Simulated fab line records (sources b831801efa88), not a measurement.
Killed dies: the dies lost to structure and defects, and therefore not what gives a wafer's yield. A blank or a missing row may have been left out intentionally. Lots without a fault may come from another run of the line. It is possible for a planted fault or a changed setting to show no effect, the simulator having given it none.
fab line records    flow sky130
record: lots: 15  wafers: 45  lastDay: 50
route steps=708 shown METAL3@568 VIA3@597 METAL4@599 CAP2M@607
lots that met no fault: taken from a fault-free run of the same line
startH: the number of hours between the record's first day and the start of the first shown wafer of the lot    waitH: hours since the lot's step before    " identical to the entry in the row above    L1.1+2: a row that stands for several wafers    - no value, or no start was given    * or withheld: withheld    < > ~ a bound
route shown NAME@n: names a module that has steps shown in the file, with the first one's number in the route    usual: mean and standard deviation over wafers with no fault    same: alike in all rows    chamber/n: place in a boat    sites: per-site readings    _std_site: the standard deviation of these    _edge_site: inner sites' mean taken away from outer sites' mean    radiusMm: for every site, how far away it sits from the centre of the wafer    mask NAME#n: copy n    behind: tool/chamber where the wafer was last shaped    hold: cause of the lot's hold/its duration in hours/its outcome    device: transistor that didn't switch, given as n, p or np    end of line: the route-end tests of the same wafers    for a step that has no rows: nothing shown but its recipe    killed: not the wafer's yield, but the dies lost to structure and defects at the first sort    map: per-die view of a wafer (x killed, . not killed, _ where there is no die)
set.NAME: the setting the step ran with; set.NAME@STEP: the setting that earlier step ran with    model.NAME: the simulator's own value behind a step, which no gauge read
one table for each step of the route and one row for each wafer, over a sample of lots
services: a tool's chamber out of use, with start hour (startH, from the record's first day; less than 0 if before it), hours out, and reason
== steps ==
step: SKY_METAL3_METAL_ETCH_18
recipe: targetDepthA: 8450  stopOn: SiO2  overEtchFrac: 0.3  timeS: 183.1  chemistry: Cl2/BCl3  resistSidewallDeg: 88  pressureMtorr: 10  icpW: 900  biasW: 48.5  Cl2_flow_sccm: 60  bcl3FlowSccm: 30
usual: drypumpMotorCurrentA: 5.7/0.32  mfcCl2Sccm: 60.01/0.21  oesProductAu: 0.867/0.0057  throttleValvePct: 22.264/0.0093
same: timeS: 183.1
lot.wafer  tool         chamber  startH   waitH  drypumpMotorCurrentA  mfcCl2Sccm  oesProductAu  rfHoursCounterH  throttleValvePct
L293.1     rieMetal-04  1        902.34   0.0    5.2                   59.87       0.857         16               22.262
L293.4     "            1        "        "      5.2                   59.66       0.862         -                22.261
L293.5     "            1        "        "      5.2                   59.83       0.872         -                22.276
L294.3     rieMetal-01  0        904.02   0.1    5.9                   59.65       0.871         -                22.265
L294.4     "            1        "        "      5.5                   60.25       0.871         -                22.276
L294.5     "            0        "        "      5.9                   59.79       0.873         -                22.274
L297.2     rieMetal-04  1        932.99   0.0    5.1                   60.42       0.863         18               22.251
L297.4     "            1        "        "      5.2                   60.17       0.863         -                22.259
L297.6     "            1        "        "      5.1                   60.30       0.869         -                22.279
L299.1     rieMetal-03  0        949.46   0.0    5.9                   59.81       0.868         2                22.278
L299.2     "            1        "        "      5.8                   59.94       0.869         18               22.277
L299.3     "            1        "        "      5.8                   60.04       0.864         -                22.255
L300.1     rieMetal-01  0        956.04   0.0    5.9                   59.91       0.876         9                22.258
L300.2     "            1        "        "      5.5                   60.13       0.868         2                22.262
L300.6     "            0        "        "      5.9                   59.94       0.874         -                22.253
L301.1     rieMetal-03  1        960.09   0.0    5.8                   60.18       0.869         19               22.261
L301.4     "            1        "        "      5.8                   60.27       0.870         -                22.278
L301.6     "            0        "        "      5.9                   60.10       0.863         -                22.274
L302.1     rieMetal-04  1        967.31   0.0    5.2                   59.70       0.859         20               22.251
L302.3     "            0        "        "      6.0                   60.02       0.857         -                22.259
L302.5     "            0        "        "      6.0                   59.96       0.863         -                22.266
L306.2     rieMetal-03  0        1003.44  0.0    5.8                   60.01       0.872         5                22.282
L306.5     "            1        "        "      5.8                   59.94       0.880         -                22.261
L306.6     "            0        "        "      5.8                   59.87       0.874         -                22.264
L308.1     rieMetal-04  1        1009.14  0.0    5.1                   60.02       0.863         23               22.272
L308.3     "            0        "        "      6.0                   60.05       0.871         -                22.269
L308.6     "            0        "        "      6.0                   60.03       0.862         -                22.273
L309.1     rieMetal-04  0        1013.34  0.0    6.0                   60.05       0.868         6                22.270
L309.3     "            0        "        "      6.0                   60.04       0.870         -                22.247
L309.4     "            0        "        "      6.0                   60.04       0.861         -                22.248
L310.1     rieMetal-01  1        1024.04  0.0    5.6                   60.08       0.861         5                22.264
L310.2     "            0        "        "      5.9                   60.40       0.862         12               22.246
L310.5     "            1        "        "      5.5                   59.86       0.869         -                22.257
L311.1     rieMetal-03  1        1032.91  0.0    5.8                   59.97       0.867         0                22.270
L311.3     "            1        "        "      5.8                   59.97       0.876         -                22.257
L311.5     "            1        "        "      5.8                   60.29       0.870         -                22.264
L314.4     rieMetal-04  1        1049.57  0.1    5.2                   59.91       0.875         -                22.278
L314.5     "            1        "        "      5.1                   59.87       0.875         -                22.269
L314.6     "            0        "        "      6.0                   59.88       0.877         -                22.248
L315.2     rieMetal-01  0        1056.54  0.0    5.9                   59.85       0.867         14               22.269
L315.4     "            1        "        "      5.5                   60.04       0.864         -                22.271
L315.6     "            0        "        "      5.9                   59.55       0.872         -                22.267
L316.1     rieMetal-04  0        1064.74  0.0    6.0                   59.93       0.863         10               22.264
L316.4     "            1        "        "      5.1                   60.02       0.860         -                22.264
L316.5     "            1        "        "      5.2                   59.92       0.857         -                22.257
step: SKY_VIA3_CMP_24
recipe: stopOn: SiO2  tOverpolishS: 20  downForcePsi: 3.5  platenRpm: 60  targetThkNm: 0  padVelocityMS: 0.94248
usual: edgeZonePressureFrac: 1.000/0.0054  headPressurePsi: 3.500/0.007  motorCurrentA: 10.8/0.92  overpolishRunS: 20.001/0.0091  platenRpm: 60.00/0.039  timeToEndpointS: 97/3.6
lot.wafer  tool    chamber  startH   waitH  edgeZonePressureFrac  headPressurePsi  motorCurrentA  overpolishRunS  platenRpm  timeToEndpointS
L293.4     cmp-02  1        929.83   0.0    0.995                 3.503            12.0           19.990          59.93      94
L293.1     "       0        "        "      0.998                 3.505            9.1            19.998          60.05      96
L293.5     "       1        "        "      1.004                 3.490            11.5           20.012          59.99      91
L294.3     cmp-02  2        931.07   0.0    0.991                 3.496            10.9           20.013          59.97      95
L294.4     "       3        "        "      1.000                 3.495            11.5           19.995          59.99      100
L294.5     "       3        "        "      0.994                 3.500            10.6           19.998          60.04      95
L297.4     cmp-01  3        959.39   0.1    1.009                 3.491            12.7           20.016          59.98      100
L297.2     "       1        "        "      0.994                 3.505            9.9            19.985          60.00      99
L297.6     "       2        "        "      1.003                 3.495            10.4           20.001          60.05      97
L299.2     cmp-02  2        975.94   0.2    1.005                 3.493            10.6           19.982          60.01      101
L299.3     "       3        "        "      0.995                 3.503            11.0           19.997          60.06      101
L299.1     "       0        "        "      0.997                 3.497            10.0           19.995          60.02      104
L300.1     cmp-02  1        982.37   0.1    -                     -                -              -               -          -
L300.2     "       0        "        "      -                     -                -              -               -          -
L300.6     "       1        "        "      -                     -                -              -               -          -
L301.1     cmp-01  0        986.09   0.1    -                     -                -              -               -          -
L301.4     "       2        "        "      -                     -                -              -               -          -
L301.6     "       0        "        "      -                     -                -              -               -          -
L302.3     cmp-02  1        994.26   0.1    -                     -                -              -               -          -
L302.1     "       2        "        "      -                     -                -              -               -          -
L302.5     "       3        "        "      -                     -                -              -               -          -
L306.2     cmp-01  0        1029.16  0.1    0.994                 3.505            10.1           20.005          59.95      89
L306.6     "       3        "        "      1.010                 3.503            12.4           19.995          59.99      96
L306.5     "       0        "        "      0.995                 3.515            10.5           19.998          59.92      91
L308.1     cmp-02  1        1035.04  0.1    0.997                 3.518            11.7           20.006          59.97      97
L308.3     "       2        "        "      0.997                 3.498            10.0           20.008          59.91      100
L308.6     "       2        "        "      0.997                 3.500            11.2           20.008          59.94      96
L309.3     cmp-01  0        1038.98  0.0    1.002                 3.491            10.4           19.994          59.99      96
L309.4     "       1        "        "      1.004                 3.498            9.5            20.008          60.05      98
L309.1     "       2        "        "      0.996                 3.507            10.2           20.017          59.95      99
L310.1     cmp-02  0        1049.52  0.1    0.992                 3.505            10.0           19.996          59.96      95
L310.2     "       2        "        "      1.000                 3.505            10.3           19.971          60.02      102
L310.5     "       3        "        "      1.007                 3.520            10.8           19.992          59.99      96
L311.1     cmp-01  1        1058.00  0.1    0.996                 3.494            9.7            19.994          60.02      90
L311.3     "       0        "        "      0.994                 3.492            10.7           19.997          59.97      92
L311.5     "       1        "        "      0.995                 3.495            9.7            19.995          60.04      95
L314.4     cmp-02  2        1073.62  0.1    1.003                 3.493            11.0           19.999          59.94      98
L314.5     "       1        "        "      0.998                 3.498            11.6           20.015          59.99      94
L314.6     "       2        "        "      1.006                 3.496            10.1           19.987          59.97      96
L315.2     cmp-02  3        1080.21  0.1    0.997                 3.502            11.3           20.002          60.08      95
L315.4     "       0        "        "      1.000                 3.501            9.9            19.997          59.97      99
L315.6     "       2        "        "      1.009                 3.494            10.8           20.009          59.96      96
L316.1     cmp-02  3        1088.15  0.1    1.007                 3.497            11.6           19.995          59.99      99
L316.4     "       1        "        "      0.994                 3.497            11.4           20.011          60.00      99
L316.5     "       2        "        "      1.001                 3.506            10.4           19.997          59.97      104
step: SKY_METAL4_SPUTTER_01
recipe: material: TiN  targetThkNm: 20  powerW: 6500  timeS: 16.7  chamberPressurePa: 0.4
usual: throttleValvePct: 29.7/1.2
same: timeS: 16.7
lot.wafer  tool           chamber  startH   waitH  throttleValvePct
L293.1     pvdSputter-01  -        930.15   0.0    31.5
L293.4     "              -        "        "      29.6
L293.5     "              -        "        "      30.5
L294.3     pvdSputter-03  -        931.39   0.0    29.8
L294.4     "              -        "        "      29.6
L294.5     "              -        "        "      29.6
L297.2     pvdSputter-03  -        959.66   0.0    29.6
L297.4     "              -        "        "      29.5
L297.6     "              -        "        "      30.0
L299.1     pvdSputter-02  -        976.26   0.0    27.7
L299.2     "              -        "        "      28.1
L299.3     "              -        "        "      31.7
L306.2     pvdSputter-01  -        1029.43  0.0    30.8
L306.5     "              -        "        "      29.6
L306.6     "              -        "        "      31.5
L308.1     pvdSputter-01  -        1035.36  0.0    31.4
L308.3     "              -        "        "      30.5
L308.6     "              -        "        "      29.6
L309.1     pvdSputter-02  -        1039.30  0.0    29.8
L309.3     "              -        "        "      28.3
L309.4     "              -        "        "      27.6
L310.1     pvdSputter-02  -        1049.79  0.0    27.9
L310.2     "              -        "        "      28.2
L310.5     "              -        "        "      31.8
L311.1     pvdSputter-03  -        1058.32  0.0    29.8
L311.3     "              -        "        "      29.6
L311.5     "              -        "        "      29.7
L314.4     pvdSputter-01  -        1073.89  0.0    30.4
L314.5     "              -        "        "      30.1
L314.6     "              -        "        "      27.5
L315.2     pvdSputter-02  -        1080.43  0.0    28.0
L315.4     "              -        "        "      31.5
L315.6     "              -        "        "      31.6
L316.1     pvdSputter-01  -        1088.43  0.0    31.4
L316.4     "              -        "        "      30.0
L316.5     "              -        "        "      27.2
step: SKY_CAP2M_THK_MEAS_04
recipe: thkMeasGauge: xrf  reads: TiN_of_CAP2M_SPUTTER_02
usual: CAP2M_TIN_THK: 202.7/2.1
lot.wafer  tool          chamber  startH   waitH  CAP2M_TIN_THK[nm]
L293.1     filmMetro-03  -        930.60   0.1    202.5
L293.4     "             -        "        "      202.3
L293.5     "             -        "        "      202.3
L294.3     filmMetro-03  -        931.86   0.1    203.1
L294.4     "             -        "        "      204.5
L294.5     "             -        "        "      203.4
L297.2     filmMetro-01  -        960.13   0.1    205.8
L297.4     "             -        "        "      204.6
L297.6     "             -        "        "      205.7
L299.1     filmMetro-04  -        976.70   0.1    202.0
L299.2     "             -        "        "      203.7
L299.3     "             -        "        "      201.5
L306.2     filmMetro-04  -        1029.93  0.1    201.6
L306.5     "             -        "        "      202.2
L306.6     "             -        "        "      201.3
L308.1     filmMetro-03  -        1035.80  0.1    204.6
L308.3     "             -        "        "      204.1
L308.6     "             -        "        "      202.8
L309.1     filmMetro-03  -        1039.75  0.1    206.2
L309.3     "             -        "        "      205.0
L309.4     "             -        "        "      203.9
L310.1     filmMetro-01  -        1050.23  0.1    206.2
L310.2     "             -        "        "      206.5
L310.5     "             -        "        "      206.7
L311.1     filmMetro-03  -        1058.77  0.1    205.3
L311.3     "             -        "        "      204.9
L311.5     "             -        "        "      205.2
L314.4     filmMetro-04  -        1074.36  0.1    199.9
L314.5     "             -        "        "      200.0
L314.6     "             -        "        "      200.4
L315.2     filmMetro-04  -        1080.88  0.1    203.4
L315.4     "             -        "        "      204.9
L315.6     "             -        "        "      203.3
L316.1     filmMetro-04  -        1088.87  0.1    204.6
L316.4     "             -        "        "      202.7
L316.5     "             -        "        "      205.8
== services ==
tool           chamber  startH   hours  kind
rieMetal-01    -        888.76   1.3    repair
cmp-01         -        894.98   3.8    repair
rieMetal-04    0        901.62   -      clean
rieMetal-04    0        901.62   16.2   scheduledDown
rieMetal-04    0        901.62   16.2   ventCycle
cmp-02         -        909.80   1.5    repair
cmp-02         -        912.11   4.0    pm
cmp-02         -        916.11   -      consumableReplace:conditioner
cmp-02         -        916.11   -      consumableReplace:pad
cmp-02         -        958.43   5.5    pm
pvdSputter-02  -        967.72   1.6    repair
cmp-02         -        974.73   0.2    repair
cmp-01         -        975.72   1.3    repair
rieMetal-03    -        987.69   4.4    repair
pvdSputter-03  -        994.57   1.2    repair
cmp-02         -        996.62   0.8    repair
cmp-02         -        1004.48  3.1    repair
rieMetal-04    1        1012.88  -      clean
rieMetal-04    1        1012.88  19.2   scheduledDown
cmp-01         -        1015.34  5.2    pm
pvdSputter-03  -        1045.94  2.6    repair
cmp-02         -        1056.92  5.4    pm
cmp-02         -        1083.06  0.9    repair
cmp-01         -        1087.32  4.0    pm
== key ==
firstSign: step: SKY_VIA3_CMP_24  reading: toolRecord  direction: missing
effect none on later readings
metAt SKY_VIA3_CMP_24
struckLots L300,L301,L302
laterRowsLeftOut L300.1,L300.2,L300.6,L301.1,L301.4,L301.6,L302.1,L302.3,L302.5
sortLeftOut L300.1,L300.2,L300.6,L301.1,L301.4,L301.6,L302.1,L302.3,L302.5
notActingAt SKY_METAL3_METAL_ETCH_18,SKY_METAL4_SPUTTER_01,SKY_CAP2M_THK_MEAS_04
onsetBetween 975.94 982.37
fault: kind: skippedStepWhole  tool: cmp-01,cmp-02  chamber: -  onsetH: 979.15  steps: SKY_VIA3_CMP_24  scope: struckLotsOnly
sortLeftOut: the simulated sort isn't trusted on such a fault, so these wafers' sort isn't shown, and their yield isn't known
laterRowsLeftOut: the simulator's readings of these wafers behind a module that went badly wrong aren't trusted and aren't shown, but for the sort
